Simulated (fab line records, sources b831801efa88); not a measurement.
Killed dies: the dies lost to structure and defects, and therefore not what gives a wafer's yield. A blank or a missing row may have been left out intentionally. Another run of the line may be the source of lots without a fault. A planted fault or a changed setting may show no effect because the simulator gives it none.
fab line records ; flow gf180mcu
record lots=24; wafers=72; last-day=34
route steps=602 shown HV_LDD@213 M2@364 V2@385 M3@424 MIM@506
lots with no fault: from the same line, run without faults
start-h: the number of hours between the record's first day and the start of the first shown wafer of the lot ; wait-h: hours from the lot's prior step to this one ; " same as the row above ; L1.1+2: one row covering several wafers at once ; - either no value or no given start ; * or withheld: withheld ; < > ~ a bound
route shown NAME@n: a module of which the file shows steps, and the number in the route of the first ; usual: the fault-free wafers' mean and standard deviation ; same: alike in all rows ; chamber/n: place in a boat ; sites: per-site readings ; _std_site: standard deviation across them ; _edge_site: the outer-site mean with the inner-site mean subtracted ; radius-mm: how far each site lies from the wafer's centre ; mask NAME#n: copy n ; behind: tool/chamber where the wafer was last shaped ; hold: the reason the lot was held/the length of the hold in hours/how it ended ; device: the n, p or np transistor that did not switch ; end of line: tests run on the same wafers once the route is complete ; a step without rows: its recipe alone ; killed: the dies lost at the first sort to structure and to defects; this is not the yield of the wafer ; map: a wafer's dies, x killed, . not, _ none there
set.NAME: setting as actually run; set.NAME@STEP: the setting as run at that earlier step ; model.NAME: the simulator's own value behind a step, which no gauge read
steps of the route over a sample of lots; a table a step, a row a wafer
services: from which hour (start-h, from the record's first day; less than 0 if before it) a tool's chamber was out of use, for how many hours, and why
## steps
# step GF_HV_LDD_STRIP_37
# recipe chemistry=O2/N2; power-w=1400; pressure-mtorr=1500; platen-temp-c=250; o2-flow-sccm=3000; n2-flow-sccm=300; overash-fraction=0.5
# usual drypump-motor-current-A=5.7/0.54; heater-power-w=340/17; oes-product-au=0.716/0.0046; strip-time-to-endpoint-s=12.64/0.039
lot.wafer;tool;chamber;start-h;wait-h;drypump-motor-current-A;heater-power-w;oes-product-au;rf-hours-counter-h;strip-time-to-endpoint-s
L074.1;plasma-asher-01;0;255.50;0.1;5.6;326;0.714;62;12.63
L074.2;plasma-asher-01;1;255.50;0.1;5.0;345;0.712;62;12.62
L074.4;plasma-asher-01;0;255.50;0.1;5.6;334;0.712;-;12.62
L075.2;plasma-asher-01;0;261.34;0.1;5.6;335;0.726;63;12.66
L075.4;plasma-asher-01;1;261.34;0.1;5.0;346;0.718;-;12.61
L075.6;plasma-asher-01;0;261.34;0.1;5.6;326;0.721;-;12.63
L076.3;plasma-asher-02;0;262.98;0.1;5.5;309;0.722;-;12.65
L076.5;plasma-asher-02;0;262.98;0.1;5.5;309;0.716;-;12.67
L076.6;plasma-asher-02;1;262.98;0.1;6.6;353;0.709;-;12.69
L077.2;plasma-asher-01;0;276.99;0.1;5.6;333;0.721;65;12.64
L077.3;plasma-asher-01;0;276.99;0.1;5.6;348;0.718;-;12.68
L077.6;plasma-asher-01;0;276.99;0.1;5.6;338;0.712;-;12.64
L078.1;plasma-asher-04;1;283.13;0.1;5.9;338;0.709;54;12.69
L078.2;plasma-asher-04;0;283.13;0.1;6.3;353;0.714;54;12.69
L078.5;plasma-asher-04;0;283.13;0.1;6.3;347;0.716;-;12.69
L079.1;plasma-asher-02;0;292.14;0.1;5.5;317;0.714;56;12.65
L079.5;plasma-asher-02;0;292.14;0.1;5.5;308;0.710;-;12.61
L079.6;plasma-asher-02;1;292.14;0.1;6.6;360;0.709;-;12.68
L080.1;plasma-asher-02;0;305.10;0.1;5.5;309;0.717;57;12.57
L080.2;plasma-asher-02;1;305.10;0.1;6.6;359;0.712;57;12.60
L080.3;plasma-asher-02;0;305.10;0.1;5.5;318;0.722;-;12.54
L081.1;plasma-asher-02;0;312.24;0.1;5.4;315;0.712;58;12.59
L081.4;plasma-asher-02;1;312.24;0.1;6.6;367;0.714;-;12.58
L081.5;plasma-asher-02;1;312.24;0.1;6.6;358;0.716;-;12.58
L082.4;plasma-asher-02;1;316.03;0.1;6.6;355;0.712;-;12.64
L082.5;plasma-asher-02;0;316.03;0.1;5.5;313;0.719;-;12.61
L082.6;plasma-asher-02;1;316.03;0.1;6.6;357;0.711;-;12.61
L083.2;plasma-asher-01;0;325.09;0.1;5.6;337;0.714;70;12.72
L083.3;plasma-asher-01;1;325.09;0.1;5.0;348;0.716;-;12.70
L083.6;plasma-asher-01;0;325.09;0.1;5.6;333;0.718;-;12.69
L084.2;plasma-asher-04;0;331.83;0.1;6.3;358;0.724;59;12.64
L084.3;plasma-asher-04;0;331.83;0.1;6.3;347;0.715;-;12.66
L084.6;plasma-asher-04;0;331.83;0.1;6.3;346;0.719;-;12.63
L085.3;plasma-asher-01;1;336.08;0.1;5.0;347;0.717;-;12.64
L085.5;plasma-asher-01;0;336.08;0.1;5.6;336;0.714;-;12.56
L085.6;plasma-asher-01;1;336.08;0.1;5.0;346;0.714;-;12.58
L086.2;plasma-asher-04;1;346.58;0.1;5.9;340;0.717;60;12.65
L086.4;plasma-asher-04;1;346.58;0.1;6.0;338;0.714;-;12.62
L086.6;plasma-asher-04;1;346.58;0.1;5.9;347;0.722;-;12.64
L087.1;plasma-asher-01;1;348.24;0.1;5.0;351;0.717;73;12.58
L087.3;plasma-asher-01;0;348.24;0.1;5.6;327;0.721;-;12.63
L087.5;plasma-asher-01;1;348.24;0.1;5.0;354;0.715;-;12.63
L088.2;plasma-asher-01;1;358.48;0.1;5.0;352;0.723;74;12.57
L088.4;plasma-asher-01;1;358.48;0.1;5.0;342;0.715;-;12.63
L088.6;plasma-asher-01;0;358.48;0.1;5.6;331;0.716;-;12.64
L089.1;plasma-asher-01;1;363.14;0.1;5.0;342;0.717;75;12.65
L089.4;plasma-asher-01;0;363.14;0.1;5.6;342;0.720;-;12.64
L089.5;plasma-asher-01;1;363.14;0.1;5.0;341;0.720;-;12.70
L090.1;plasma-asher-01;1;371.68;0.1;5.0;350;0.706;76;12.63
L090.2;plasma-asher-01;0;371.68;0.1;5.6;329;0.716;76;12.59
L090.6;plasma-asher-01;1;371.68;0.1;5.0;353;0.710;-;12.58
L091.4;plasma-asher-01;0;379.67;0.1;5.6;342;0.709;-;12.70
L091.5;plasma-asher-01;1;379.67;0.1;5.0;345;0.727;-;12.65
L091.6;plasma-asher-01;0;379.67;0.1;5.6;331;0.715;-;12.65
L092.1;plasma-asher-01;1;385.84;0.1;5.0;345;0.711;78;12.61
L092.3;plasma-asher-01;0;385.84;0.1;5.6;335;0.725;-;12.59
L092.6;plasma-asher-01;0;385.84;0.1;5.6;329;0.710;-;12.61
L093.3;plasma-asher-04;0;393.08;0.1;6.3;366;0.722;-;12.65
L093.4;plasma-asher-04;1;393.08;0.1;5.9;341;0.711;-;12.69
L093.5;plasma-asher-04;1;393.08;0.1;5.9;331;0.712;-;12.68
L094.2;plasma-asher-01;0;400.08;0.1;5.6;329;0.702;79;12.68
L094.4;plasma-asher-01;0;400.08;0.1;5.6;330;0.713;-;12.72
L094.5;plasma-asher-01;1;400.08;0.1;5.0;348;0.713;-;12.67
L095.2;plasma-asher-02;1;408.54;0.1;6.6;356;0.713;64;12.64
L095.5;plasma-asher-02;1;408.54;0.1;6.6;360;0.718;-;12.69
L095.6;plasma-asher-02;0;408.54;0.1;5.5;305;0.715;-;12.66
L096.1;plasma-asher-02;0;417.09;0.1;5.4;307;0.724;65;12.61
L096.3;plasma-asher-02;0;417.09;0.1;5.5;318;0.715;-;12.61
L096.4;plasma-asher-02;1;417.09;0.1;6.6;355;0.714;-;12.62
L097.4;plasma-asher-02;1;420.92;0.1;6.6;365;0.712;-;12.64
L097.5;plasma-asher-02;0;420.92;0.1;5.4;313;0.713;-;12.67
L097.6;plasma-asher-02;1;420.92;0.1;6.6;376;0.713;-;12.66
# step GF_M2_SPUTTER_02
# recipe material=AlCu; target-thk-nm=450; power-w=10600; time-s=23.9; chamber-pressure-pa=0.4
# usual throttle-valve-pct=30.0/0.94
lot.wafer;tool;chamber;start-h;wait-h;throttle-valve-pct
L074.1;pvd-sputter-01;-;409.17;0.0;29.6
L074.2;pvd-sputter-01;-;409.17;0.0;30.0
L074.4;pvd-sputter-01;-;409.17;0.0;29.7
L075.2;pvd-sputter-03;-;419.62;0.0;28.7
L075.4;pvd-sputter-03;-;419.62;0.0;29.5
L075.6;pvd-sputter-03;-;419.62;0.0;30.5
L076.3;pvd-sputter-02;-;421.75;0.0;31.7
L076.5;pvd-sputter-02;-;421.75;0.0;29.0
L076.6;pvd-sputter-02;-;421.75;0.0;30.9
L077.2;pvd-sputter-01;-;436.92;0.0;31.5
L077.3;pvd-sputter-01;-;436.92;0.0;29.9
L077.6;pvd-sputter-01;-;436.92;0.0;29.7
L078.1;pvd-sputter-03;-;446.04;0.0;30.8
L078.2;pvd-sputter-03;-;446.04;0.0;28.6
L078.5;pvd-sputter-03;-;446.04;0.0;29.4
L079.1;pvd-sputter-03;-;457.65;0.0;30.1
L079.5;pvd-sputter-03;-;457.65;0.0;28.8
L079.6;pvd-sputter-03;-;457.65;0.0;29.3
L080.1;pvd-sputter-02;-;472.60;0.0;30.9
L080.2;pvd-sputter-02;-;472.60;0.0;31.7
L080.3;pvd-sputter-02;-;472.60;0.0;28.9
L081.1;pvd-sputter-01;-;480.71;0.0;31.6
L081.4;pvd-sputter-01;-;480.71;0.0;29.8
L081.5;pvd-sputter-01;-;480.71;0.0;31.5
L082.4;pvd-sputter-02;-;485.38;0.0;29.1
L082.5;pvd-sputter-02;-;485.38;0.0;30.8
L082.6;pvd-sputter-02;-;485.38;0.0;28.9
L083.2;pvd-sputter-01;-;500.92;0.0;30.0
L083.3;pvd-sputter-01;-;500.92;0.0;31.5
L083.6;pvd-sputter-01;-;500.92;0.0;29.7
L084.2;pvd-sputter-02;-;504.31;0.0;31.0
L084.3;pvd-sputter-02;-;504.31;0.0;29.1
L084.6;pvd-sputter-02;-;504.31;0.0;29.4
L085.3;pvd-sputter-01;-;514.67;0.0;29.6
L085.5;pvd-sputter-01;-;514.67;0.0;29.8
L085.6;pvd-sputter-01;-;514.67;0.0;31.7
L086.2;pvd-sputter-02;-;525.24;0.0;31.3
L086.4;pvd-sputter-02;-;525.24;0.0;31.6
L086.6;pvd-sputter-02;-;525.24;0.0;29.1
L087.1;pvd-sputter-02;-;528.09;0.0;29.4
L087.3;pvd-sputter-02;-;528.09;0.0;31.6
L087.5;pvd-sputter-02;-;528.09;0.0;29.1
L088.2;pvd-sputter-02;-;539.56;0.0;31.5
L088.4;pvd-sputter-02;-;539.56;0.0;29.2
L088.6;pvd-sputter-02;-;539.56;0.0;30.8
L089.1;pvd-sputter-02;-;544.11;0.0;29.0
L089.4;pvd-sputter-02;-;544.11;0.0;28.7
L089.5;pvd-sputter-02;-;544.11;0.0;30.7
L090.1;pvd-sputter-03;-;549.90;0.0;29.6
L090.2;pvd-sputter-03;-;549.90;0.0;30.8
L090.6;pvd-sputter-03;-;549.90;0.0;29.4
L091.4;pvd-sputter-02;-;557.50;0.0;28.9
L091.5;pvd-sputter-02;-;557.50;0.0;28.8
L091.6;pvd-sputter-02;-;557.50;0.0;31.5
L092.1;pvd-sputter-02;-;563.98;0.0;31.7
L092.3;pvd-sputter-02;-;563.98;0.0;29.0
L092.6;pvd-sputter-02;-;563.98;0.0;31.5
L093.3;pvd-sputter-01;-;570.92;0.0;30.2
L093.4;pvd-sputter-01;-;570.92;0.0;31.2
L093.5;pvd-sputter-01;-;570.92;0.0;30.0
L094.2;pvd-sputter-01;-;575.27;0.0;29.7
L094.4;pvd-sputter-01;-;575.27;0.0;31.5
L094.5;pvd-sputter-01;-;575.27;0.0;29.7
L095.2;pvd-sputter-01;-;584.60;0.0;30.0
L095.5;pvd-sputter-01;-;584.60;0.0;31.3
L095.6;pvd-sputter-01;-;584.60;0.0;29.4
L096.1;pvd-sputter-01;-;592.95;0.0;31.3
L096.3;pvd-sputter-01;-;592.95;0.0;29.5
L096.4;pvd-sputter-01;-;592.95;0.0;30.0
L097.4;pvd-sputter-03;-;595.99;0.0;28.6
L097.5;pvd-sputter-03;-;595.99;0.0;30.8
L097.6;pvd-sputter-03;-;595.99;0.0;30.0
# step GF_V2_THK_MEAS_03
# recipe reads=SiO2_of_V2_CVD_02
# usual V2_CVD_02_THK=850/11
lot.wafer;tool;chamber;start-h;wait-h;V2_CVD_02_THK[nm]
L074.1;film-metro-01;-;434.32;0.0;841
L074.2;film-metro-01;-;434.32;0.0;846
L074.4;film-metro-01;-;434.32;0.0;849
L075.2;film-metro-04;-;445.15;0.0;838
L075.4;film-metro-04;-;445.15;0.0;857
L075.6;film-metro-04;-;445.15;0.0;848
L076.3;film-metro-02;-;448.19;0.1;854
L076.5;film-metro-02;-;448.19;0.1;846
L076.6;film-metro-02;-;448.19;0.1;846
L077.2;film-metro-02;-;463.55;0.0;845
L077.3;film-metro-02;-;463.55;0.0;841
L077.6;film-metro-02;-;463.55;0.0;851
L078.1;film-metro-02;-;472.48;0.0;840
L078.2;film-metro-02;-;472.48;0.0;843
L078.5;film-metro-02;-;472.48;0.0;845
L079.1;film-metro-04;-;483.81;0.0;857
L079.5;film-metro-04;-;483.81;0.0;858
L079.6;film-metro-04;-;483.81;0.0;846
L080.1;film-metro-01;-;497.86;0.0;842
L080.2;film-metro-01;-;497.86;0.0;848
L080.3;film-metro-01;-;497.86;0.0;872
L081.1;film-metro-01;-;506.92;0.0;848
L081.4;film-metro-01;-;506.92;0.0;843
L081.5;film-metro-01;-;506.92;0.0;844
L082.4;film-metro-02;-;510.43;0.0;847
L082.5;film-metro-02;-;510.43;0.0;866
L082.6;film-metro-02;-;510.43;0.0;841
L083.2;film-metro-04;-;525.76;0.0;855
L083.3;film-metro-04;-;525.76;0.0;836
L083.6;film-metro-04;-;525.76;0.0;854
L084.2;film-metro-04;-;528.79;0.0;847
L084.3;film-metro-04;-;528.79;0.0;856
L084.6;film-metro-04;-;528.79;0.0;868
L085.3;film-metro-02;-;538.21;0.1;839
L085.5;film-metro-02;-;538.21;0.1;850
L085.6;film-metro-02;-;538.21;0.1;867
L086.2;film-metro-02;-;549.18;0.1;854
L086.4;film-metro-02;-;549.18;0.1;863
L086.6;film-metro-02;-;549.18;0.1;869
L087.1;film-metro-01;-;551.74;0.0;847
L087.3;film-metro-01;-;551.74;0.0;831
L087.5;film-metro-01;-;551.74;0.0;858
L088.2;film-metro-02;-;562.74;0.0;844
L088.4;film-metro-02;-;562.74;0.0;845
L088.6;film-metro-02;-;562.74;0.0;862
L089.1;film-metro-04;-;567.63;0.0;831
L089.4;film-metro-04;-;567.63;0.0;844
L089.5;film-metro-04;-;567.63;0.0;849
L090.1;film-metro-02;-;573.33;0.0;838
L090.2;film-metro-02;-;573.33;0.0;834
L090.6;film-metro-02;-;573.33;0.0;868
L091.4;film-metro-02;-;580.16;0.0;883
L091.5;film-metro-02;-;580.16;0.0;861
L091.6;film-metro-02;-;580.16;0.0;875
L092.1;film-metro-04;-;586.12;0.0;834
L092.3;film-metro-04;-;586.12;0.0;848
L092.6;film-metro-04;-;586.12;0.0;851
L093.3;film-metro-01;-;593.55;0.1;841
L093.4;film-metro-01;-;593.55;0.1;852
L093.5;film-metro-01;-;593.55;0.1;855
L094.2;film-metro-02;-;597.49;0.0;847
L094.4;film-metro-02;-;597.49;0.0;857
L094.5;film-metro-02;-;597.49;0.0;864
L095.2;film-metro-01;-;606.43;0.0;848
L095.5;film-metro-01;-;606.43;0.0;865
L095.6;film-metro-01;-;606.43;0.0;846
L096.1;film-metro-04;-;615.35;0.0;848
L096.3;film-metro-04;-;615.35;0.0;838
L096.4;film-metro-04;-;615.35;0.0;859
L097.4;film-metro-04;-;617.70;0.0;855
L097.5;film-metro-04;-;617.70;0.0;852
L097.6;film-metro-04;-;617.70;0.0;862
# step GF_V2_THK_MEAS_25
# recipe thk-meas-gauge=xrf; reads=W_of_V2_CVD_23
# usual V2_W_THK=338/5.1
lot.wafer;tool;chamber;start-h;wait-h;V2_W_THK[nm]
L074.1;film-metro-04;-;461.42;0.1;341
L074.2;film-metro-04;-;461.42;0.1;331
L074.4;film-metro-04;-;461.42;0.1;337
L075.2;film-metro-02;-;471.58;0.1;346
L075.4;film-metro-02;-;471.58;0.1;341
L075.6;film-metro-02;-;471.58;0.1;347
L076.3;film-metro-04;-;474.43;0.1;339
L076.5;film-metro-04;-;474.43;0.1;334
L076.6;film-metro-04;-;474.43;0.1;340
L077.2;film-metro-02;-;490.48;0.1;339
L077.3;film-metro-02;-;490.48;0.1;334
L077.6;film-metro-02;-;490.48;0.1;335
L078.1;film-metro-02;-;498.29;0.1;345
L078.2;film-metro-02;-;498.29;0.1;341
L078.5;film-metro-02;-;498.29;0.1;345
L079.1;film-metro-01;-;509.24;0.1;331
L079.5;film-metro-01;-;509.24;0.1;345
L079.6;film-metro-01;-;509.24;0.1;333
L080.1;film-metro-01;-;522.59;0.1;333
L080.2;film-metro-01;-;522.59;0.1;340
L080.3;film-metro-01;-;522.59;0.1;334
L081.1;film-metro-01;-;531.73;0.1;340
L081.4;film-metro-01;-;531.73;0.1;333
L081.5;film-metro-01;-;531.73;0.1;342
L082.4;film-metro-01;-;535.01;0.1;337
L082.5;film-metro-01;-;535.01;0.1;344
L082.6;film-metro-01;-;535.01;0.1;341
L083.2;film-metro-01;-;550.29;0.1;345
L083.3;film-metro-01;-;550.29;0.1;344
L083.6;film-metro-01;-;550.29;0.1;336
L084.2;film-metro-01;-;553.19;0.1;341
L084.3;film-metro-01;-;553.19;0.1;343
L084.6;film-metro-01;-;553.19;0.1;337
L085.3;film-metro-01;-;562.26;0.1;344
L085.5;film-metro-01;-;562.26;0.1;340
L085.6;film-metro-01;-;562.26;0.1;339
L086.2;film-metro-04;-;572.79;0.1;341
L086.4;film-metro-04;-;572.79;0.1;327
L086.6;film-metro-04;-;572.79;0.1;335
L087.1;film-metro-02;-;575.29;0.1;341
L087.3;film-metro-02;-;575.29;0.1;333
L087.5;film-metro-02;-;575.29;0.1;336
L088.2;film-metro-02;-;585.52;0.1;335
L088.4;film-metro-02;-;585.52;0.1;341
L088.6;film-metro-02;-;585.52;0.1;343
L089.1;film-metro-02;-;590.33;0.1;334
L089.4;film-metro-02;-;590.33;0.1;333
L089.5;film-metro-02;-;590.33;0.1;340
L090.1;film-metro-04;-;596.08;0.1;330
L090.2;film-metro-04;-;596.08;0.1;339
L090.6;film-metro-04;-;596.08;0.1;336
L091.4;film-metro-01;-;602.90;0.1;335
L091.5;film-metro-01;-;602.90;0.1;345
L091.6;film-metro-01;-;602.90;0.1;335
L092.1;film-metro-01;-;608.68;0.1;341
L092.3;film-metro-01;-;608.68;0.1;337
L092.6;film-metro-01;-;608.68;0.1;345
L093.3;film-metro-04;-;615.86;0.1;332
L093.4;film-metro-04;-;615.86;0.1;336
L093.5;film-metro-04;-;615.86;0.1;329
L094.2;film-metro-01;-;620.33;0.1;347
L094.4;film-metro-01;-;620.33;0.1;347
L094.5;film-metro-01;-;620.33;0.1;336
L095.2;film-metro-04;-;629.25;0.1;332
L095.5;film-metro-04;-;629.25;0.1;333
L095.6;film-metro-04;-;629.25;0.1;332
L096.1;film-metro-02;-;637.60;0.1;338
L096.3;film-metro-02;-;637.60;0.1;343
L096.4;film-metro-02;-;637.60;0.1;339
L097.4;film-metro-04;-;639.62;0.1;344
L097.5;film-metro-04;-;639.62;0.1;338
L097.6;film-metro-04;-;639.62;0.1;338
# step GF_M3_OVL_MEAS_15
# usual M3_OVL=6/5.8
lot.wafer;tool;chamber;start-h;wait-h;M3_OVL[nm]
L074.1;overlay-02;-;487.15;0.1;8
L074.2;overlay-02;-;487.15;0.1;11
L074.4;overlay-02;-;487.15;0.1;9
L075.2;overlay-01;-;496.69;0.1;7
L075.4;overlay-01;-;496.69;0.1;3
L075.6;overlay-01;-;496.69;0.1;15
L076.3;overlay-02;-;500.41;0.1;2
L076.5;overlay-02;-;500.41;0.1;5
L076.6;overlay-02;-;500.41;0.1;8
L077.2;overlay-01;-;515.14;0.1;1
L077.3;overlay-01;-;515.14;0.1;4
L077.6;overlay-01;-;515.14;0.1;10
L078.1;overlay-01;-;522.73;0.1;12
L078.2;overlay-01;-;522.73;0.1;8
L078.5;overlay-01;-;522.73;0.1;11
L079.1;overlay-02;-;533.00;0.1;13
L079.5;overlay-02;-;533.00;0.1;15
L079.6;overlay-02;-;533.00;0.1;16
L080.1;overlay-01;-;546.28;0.1;13
L080.2;overlay-01;-;546.28;0.1;11
L080.3;overlay-01;-;546.28;0.1;10
L081.1;overlay-01;-;554.98;0.1;11
L081.4;overlay-01;-;554.98;0.1;9
L081.5;overlay-01;-;554.98;0.1;5
L082.4;overlay-01;-;558.27;0.1;7
L082.5;overlay-01;-;558.27;0.1;13
L082.6;overlay-01;-;558.27;0.1;7
L083.2;overlay-01;-;573.05;0.1;2
L083.3;overlay-01;-;573.05;0.1;3
L083.6;overlay-01;-;573.05;0.1;-2
L084.2;overlay-01;-;575.95;0.1;11
L084.3;overlay-01;-;575.95;0.1;-1
L084.6;overlay-01;-;575.95;0.1;7
L085.3;overlay-01;-;584.35;0.1;4
L085.5;overlay-01;-;584.35;0.1;8
L085.6;overlay-01;-;584.35;0.1;18
L086.2;overlay-02;-;594.64;0.1;2
L086.4;overlay-02;-;594.64;0.1;0
L086.6;overlay-02;-;594.64;0.1;2
L087.1;overlay-02;-;597.78;0.1;-1
L087.3;overlay-02;-;597.78;0.1;6
L087.5;overlay-02;-;597.78;0.1;4
L088.2;overlay-01;-;607.39;0.1;2
L088.4;overlay-01;-;607.39;0.1;6
L088.6;overlay-01;-;607.39;0.1;4
L089.1;overlay-01;-;611.80;0.1;5
L089.4;overlay-01;-;611.80;0.1;3
L089.5;overlay-01;-;611.80;0.1;9
L090.1;overlay-02;-;618.00;0.1;9
L090.2;overlay-02;-;618.00;0.1;11
L090.6;overlay-02;-;618.00;0.1;-1
L091.4;overlay-01;-;624.42;0.1;12
L091.5;overlay-01;-;624.42;0.1;12
L091.6;overlay-01;-;624.42;0.1;6
L092.1;overlay-01;-;630.43;0.1;4
L092.3;overlay-01;-;630.43;0.1;6
L092.6;overlay-01;-;630.43;0.1;12
L093.3;overlay-01;-;637.21;0.1;-4
L093.4;overlay-01;-;637.21;0.1;3
L093.5;overlay-01;-;637.21;0.1;7
L094.2;overlay-01;-;641.20;0.1;3
L094.4;overlay-01;-;641.20;0.1;4
L094.5;overlay-01;-;641.20;0.1;3
L095.2;overlay-01;-;649.77;0.1;6
L095.5;overlay-01;-;649.77;0.1;0
L095.6;overlay-01;-;649.77;0.1;1
L096.1;overlay-02;-;657.73;0.1;-2
L096.3;overlay-02;-;657.73;0.1;-4
L096.4;overlay-02;-;657.73;0.1;7
L097.4;overlay-02;-;660.00;0.1;12
L097.5;overlay-02;-;660.00;0.1;6
L097.6;overlay-02;-;660.00;0.1;2
# step GF_MIM_SPUTTER_03
# recipe material=Ti; target-thk-nm=10; substrate-temp-c=300; chamber-pressure-pa=0.2955; power-w=3000; time-s=6.7
# usual throttle-valve-pct=29.9/0.96
lot.wafer;tool;chamber;start-h;wait-h;throttle-valve-pct
L074.1;pvd-sputter-02;-;562.00;0.0;28.9
L074.2;pvd-sputter-02;-;562.00;0.0;31.5
L074.4;pvd-sputter-02;-;562.00;0.0;30.8
L075.2;pvd-sputter-02;-;570.60;0.0;28.9
L075.4;pvd-sputter-02;-;570.60;0.0;30.9
L075.6;pvd-sputter-02;-;570.60;0.0;29.0
L076.3;pvd-sputter-03;-;574.95;0.0;30.2
L076.5;pvd-sputter-03;-;574.95;0.0;30.5
L076.6;pvd-sputter-03;-;574.95;0.0;28.7
L077.2;pvd-sputter-03;-;588.02;0.0;29.5
L077.3;pvd-sputter-03;-;588.02;0.0;28.6
L077.6;pvd-sputter-03;-;588.02;0.0;30.3
L078.1;pvd-sputter-03;-;595.65;0.0;28.7
L078.2;pvd-sputter-03;-;595.65;0.0;30.6
L078.5;pvd-sputter-03;-;595.65;0.0;29.8
L079.1;pvd-sputter-02;-;605.53;0.0;30.9
L079.5;pvd-sputter-02;-;605.53;0.0;31.7
L079.6;pvd-sputter-02;-;605.53;0.0;29.0
L080.1;pvd-sputter-03;-;616.75;0.0;30.7
L080.2;pvd-sputter-03;-;616.75;0.0;28.5
L080.3;pvd-sputter-03;-;616.75;0.0;29.5
L081.1;pvd-sputter-02;-;625.60;0.0;29.2
L081.4;pvd-sputter-02;-;625.60;0.0;29.2
L081.5;pvd-sputter-02;-;625.60;0.0;28.8
L082.4;pvd-sputter-03;-;628.48;0.0;28.9
L082.5;pvd-sputter-03;-;628.48;0.0;30.1
L082.6;pvd-sputter-03;-;628.48;0.0;30.4
L083.2;pvd-sputter-04;-;642.56;0.0;31.5
L083.3;pvd-sputter-04;-;642.56;0.0;29.2
L083.6;pvd-sputter-04;-;642.56;0.0;31.7
L084.2;pvd-sputter-03;-;644.57;0.0;29.6
L084.3;pvd-sputter-03;-;644.57;0.0;29.9
L084.6;pvd-sputter-03;-;644.57;0.0;29.3
L085.3;pvd-sputter-02;-;651.90;0.0;30.9
L085.5;pvd-sputter-02;-;651.90;0.0;30.6
L085.6;pvd-sputter-02;-;651.90;0.0;29.1
L086.2;pvd-sputter-04;-;660.59;0.0;28.9
L086.4;pvd-sputter-04;-;660.59;0.0;31.8
L086.6;pvd-sputter-04;-;660.59;0.0;31.7
L087.1;pvd-sputter-04;-;664.36;0.0;29.8
L087.3;pvd-sputter-04;-;664.36;0.0;29.4
L087.5;pvd-sputter-04;-;664.36;0.0;31.7
L088.2;pvd-sputter-04;-;673.33;0.0;31.6
L088.4;pvd-sputter-04;-;673.33;0.0;28.8
L088.6;pvd-sputter-04;-;673.33;0.0;28.9
L089.1;pvd-sputter-02;-;678.00;0.0;30.9
L089.4;pvd-sputter-02;-;678.00;0.0;28.9
L089.5;pvd-sputter-02;-;678.00;0.0;31.6
L090.1;pvd-sputter-04;-;682.65;0.0;31.5
L090.2;pvd-sputter-04;-;682.65;0.0;29.5
L090.6;pvd-sputter-04;-;682.65;0.0;31.8
L091.4;pvd-sputter-02;-;689.11;0.0;31.5
L091.5;pvd-sputter-02;-;689.11;0.0;31.8
L091.6;pvd-sputter-02;-;689.11;0.0;29.1
L092.1;pvd-sputter-02;-;694.69;0.0;28.9
L092.3;pvd-sputter-02;-;694.69;0.0;31.4
L092.6;pvd-sputter-02;-;694.69;0.0;30.6
L093.3;pvd-sputter-02;-;701.67;0.0;29.1
L093.4;pvd-sputter-02;-;701.67;0.0;30.6
L093.5;pvd-sputter-02;-;701.67;0.0;31.5
L094.2;pvd-sputter-04;-;706.02;0.0;28.9
L094.4;pvd-sputter-04;-;706.02;0.0;29.1
L094.5;pvd-sputter-04;-;706.02;0.0;29.6
L095.2;pvd-sputter-03;-;712.40;0.0;28.7
L095.5;pvd-sputter-03;-;712.40;0.0;28.6
L095.6;pvd-sputter-03;-;712.40;0.0;29.3
L096.1;pvd-sputter-04;-;719.65;0.0;29.7
L096.3;pvd-sputter-04;-;719.65;0.0;29.7
L096.4;pvd-sputter-04;-;719.65;0.0;29.9
L097.4;pvd-sputter-03;-;721.60;0.0;30.6
L097.5;pvd-sputter-03;-;721.60;0.0;30.4
L097.6;pvd-sputter-03;-;721.60;0.0;29.5
## services
tool;chamber;start-h;hours;kind
pvd-sputter-03;-;240.43;1.7;repair
pvd-sputter-03;-;247.78;2.1;repair
plasma-asher-02;-;268.61;14.6;pm
plasma-asher-02;-;290.23;1.8;repair
pvd-sputter-02;-;327.02;1.7;repair
pvd-sputter-03;-;331.69;1.4;repair
plasma-asher-02;-;345.25;38.7;pm
pvd-sputter-03;-;349.06;2.2;repair
pvd-sputter-02;-;352.79;3.0;repair
pvd-sputter-03;-;396.09;1.1;repair
plasma-asher-01;-;412.00;5.2;repair
plasma-asher-01;-;421.33;9.0;pm
plasma-asher-04;-;444.76;5.3;repair
pvd-sputter-04;-;454.96;22.1;repair
pvd-sputter-01;-;462.89;0.7;repair
pvd-sputter-04;-;479.88;1.1;repair
pvd-sputter-04;-;481.09;0.7;repair
pvd-sputter-04;-;520.94;4.1;repair
pvd-sputter-01;-;540.59;1.0;repair
pvd-sputter-02;-;582.03;9.0;repair
plasma-asher-02;-;634.29;4.3;pm
pvd-sputter-03;-;644.69;2.2;repair
plasma-asher-01;-;666.75;0.5;repair
plasma-asher-02;-;680.62;3.0;repair
## key
fault none
